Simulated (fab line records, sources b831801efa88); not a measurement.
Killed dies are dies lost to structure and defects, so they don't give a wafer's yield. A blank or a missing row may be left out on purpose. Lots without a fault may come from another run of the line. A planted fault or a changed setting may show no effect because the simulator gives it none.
Which tool did it? | flow sky130 | 14 lots, 42 wafers sampled, at 4 steps of a route of 708

WHAT THE GAUGES READ, wafer by wafer
SKY_FIELD_ISO_THK_MEAS_02. Usual: FIELD_ISO_OXIDATION_00_THK 11.64 nm, standard deviation 0.18.
lot  | measured    | on            | FIELD_ISO_OXIDATION_00_THK (nm) | flag
L471 | day 1 21:42 | film_metro-02 | 11.51 11.78 11.69               |
L472 | day 2 03:16 | film_metro-02 | 11.44 11.47 11.55               |
L473 | day 2 08:31 | film_metro-03 | 11.76 11.68 11.60               |
L474 | day 2 13:04 | film_metro-03 | 11.68 11.58 11.68               |
L476 | day 2 22:41 | film_metro-03 | 11.55 11.73 11.65               |
L479 | day 3 14:24 | film_metro-02 | 11.28 11.25 11.41               |
L480 | day 3 18:49 | film_metro-02 | 11.56 11.43 11.46               |
L481 | day 3 23:38 | film_metro-03 | 11.90 11.87 11.82               |
L482 | day 4 05:10 | film_metro-01 | 11.62 11.66 11.62               |
L483 | day 4 09:47 | film_metro-01 | 11.95 11.63 11.61               |
L484 | day 4 14:38 | film_metro-03 | 11.78 11.74 11.99               |
L485 | day 4 19:38 | film_metro-02 | 11.56 11.73 11.73               |
L491 | day 6 04:27 | film_metro-01 | 11.95 11.95 11.81               |
L492 | day 6 07:31 | film_metro-02 | 11.43 11.45 11.41               |

SKY_NWELL_TW_MEAS_26. Usual: NWELL_2_TW 495.3, standard deviation 2.
lot  | measured     | on            | NWELL_2_TW        | flag
L471 | day 5 17:04  | film_metro-03 | 493.6 497.8 494.1 |
L472 | day 5 22:00  | film_metro-03 | 492.7 497.1 495.7 |
L473 | day 6 08:56  | film_metro-02 | 496.2 493.8 494.7 |
L474 | day 6 12:38  | film_metro-03 | 495.9 497.5 498.4 |
L476 | day 6 23:28  | film_metro-02 | 493.3 493.0 494.8 |
L479 | day 7 19:19  | film_metro-02 | 496.1 498.5 495.6 |
L480 | day 8 02:04  | film_metro-03 | 496.6 499.6 497.8 |
L481 | day 8 08:20  | film_metro-02 | 496.6 497.1 496.3 |
L482 | day 8 14:40  | film_metro-02 | 493.4 489.8 492.1 |
L483 | day 8 18:53  | film_metro-04 | 493.0 493.8 494.3 |
L484 | day 9 00:08  | film_metro-03 | 495.9 499.3 499.0 |
L485 | day 9 08:10  | film_metro-02 | 495.7 493.0 493.5 |
L491 | day 11 00:37 | film_metro-04 | 496.6 495.1 493.7 |
L492 | day 11 04:50 | film_metro-04 | 494.8 494.7 493.8 |

SKY_VT_ADJUST_LVTN_OVL_MEAS_18. Usual: VT_ADJUST_LVTN_01_OVL 0.1 nm, standard deviation 1.3.
lot  | measured     | on         | VT_ADJUST_LVTN_01_OVL (nm) | flag
L471 | day 8 05:05  | overlay-01 | 0.7 -2.1 -0.8              |
L472 | day 8 08:42  | overlay-01 | -0.8 0.4 -1.8              |
L473 | day 8 21:02  | overlay-01 | -0.2 -2.6 1.0              |
L474 | day 9 00:56  | overlay-02 | 0.9 0.0 1.2                |
L476 | day 9 14:53  | overlay-01 | -0.8 0.7 -0.6              |
L479 | day 10 14:08 | overlay-01 | -0.5 -1.2 1.4              |
L480 | day 10 19:20 | overlay-01 | 2.0 0.7 1.2                |
L481 | day 11 02:44 | overlay-01 | 1.2 1.0 -0.7               |
L482 | day 11 10:11 | overlay-02 | -1.1 -1.4 0.2              |
L483 | day 11 15:25 | overlay-02 | -1.2 -0.1 -1.2             |
L484 | day 11 21:28 | overlay-02 | 1.0 -0.1 1.1               |
L485 | day 12 04:38 | overlay-01 | -0.5 -1.3 -0.7             |
L491 | day 14 03:26 | overlay-02 | -2.2 -0.3 -2.2             |
L492 | day 14 07:53 | overlay-02 | 1.3 0.3 0.1                |

WHICH TOOL RAN EACH LOT (tool, then ch and the chambers of the sampled wafers, then the start)
lot  | SKY_NWELL_IMPLANT_24
L471 | implanter-03 ch 0, day 5 16:50
L472 | implanter-01 ch 0, day 5 21:48
L473 | implanter-01 ch 0, day 6 08:41
L474 | implanter-03 ch 0, day 6 12:25
L476 | implanter-03 ch 0, day 6 23:14
L479 | implanter-01 ch 0, day 7 19:07
L480 | implanter-01 ch 0, day 8 01:49
L481 | implanter-01 ch 0, day 8 08:06
L482 | implanter-01 ch 0, day 8 14:25
L483 | implanter-01 ch 0, day 8 18:38
L484 | implanter-02 ch 0, day 8 23:54
L485 | implanter-02 ch 0, day 9 07:55
L491 | implanter-02 ch 0, day 11 00:22
L492 | implanter-02 ch 0, day 11 04:36
- SKY_NWELL_IMPLANT_24

WHAT THE TOOLS THEMSELVES READ (means of the sampled wafers that have a number; where no wafer has one, the mark that the record gives instead)
SKY_NWELL_IMPLANT_24. Usual: beam_energy_keV 140.00, standard deviation 0.042.
lot  | tool         | beam_energy_keV | flag
L471 | implanter-03 | 139.99          |
L472 | implanter-01 | 140.07          |
L473 | implanter-01 | 140.02          |
L474 | implanter-03 | 140.01          |
L476 | implanter-03 | 139.98          |
L479 | implanter-01 | 140.05          |
L480 | implanter-01 | 139.96          |
L481 | implanter-01 | 139.98          |
L482 | implanter-01 | 135.61          | OFF
L483 | implanter-01 | 135.64          | OFF
L484 | implanter-02 | 140.05          |
L485 | implanter-02 | 140.06          |
L491 | implanter-02 | 139.99          |
L492 | implanter-02 | 139.98          |

THE ANSWER, worked out from the rows above alone
Rule: a lot is off if the mean of its wafers that have a number lies more than 3 standard deviations from the usual mean. A lot without any number at a reading at which 4 lots or more have one is off too. The other lots that the step has rows for count as sound. The gauges are gone through in route order, then the tools' own readings, and for those a lot's mean is taken as printed above. The first step at which some lot is off is used, and at that step the reading that is off furthest; a lot without a number counts as furthest.
Off: L482, L483, at SKY_NWELL_IMPLANT_24 (beam_energy_keV).
A tool fits if, at that step or a process step before it, it ran every lot that is off, and no sound lot after the first of them. One fits: implanter-01 at SKY_NWELL_IMPLANT_24. Its last sound lot is L481 (day 8 08:06), its first lot that is off L482 (day 8 14:25): a fault that began between those two fits.
The tool's own readings at SKY_NWELL_IMPLANT_24 bear it out: on the lots that are off they differ by more than 5 times the standard deviation of the sound lots' means. beam_energy_keV reads 135.62 there against 140.01 on the sound lots.

WHAT THE SIMULATOR HAD PUT IN
Process parameter drift: implanter-01, from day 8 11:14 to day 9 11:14, at SKY_NWELL_IMPLANT_24. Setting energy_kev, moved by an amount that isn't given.
Lots struck among those shown: L482, L483. The rule above found the same.
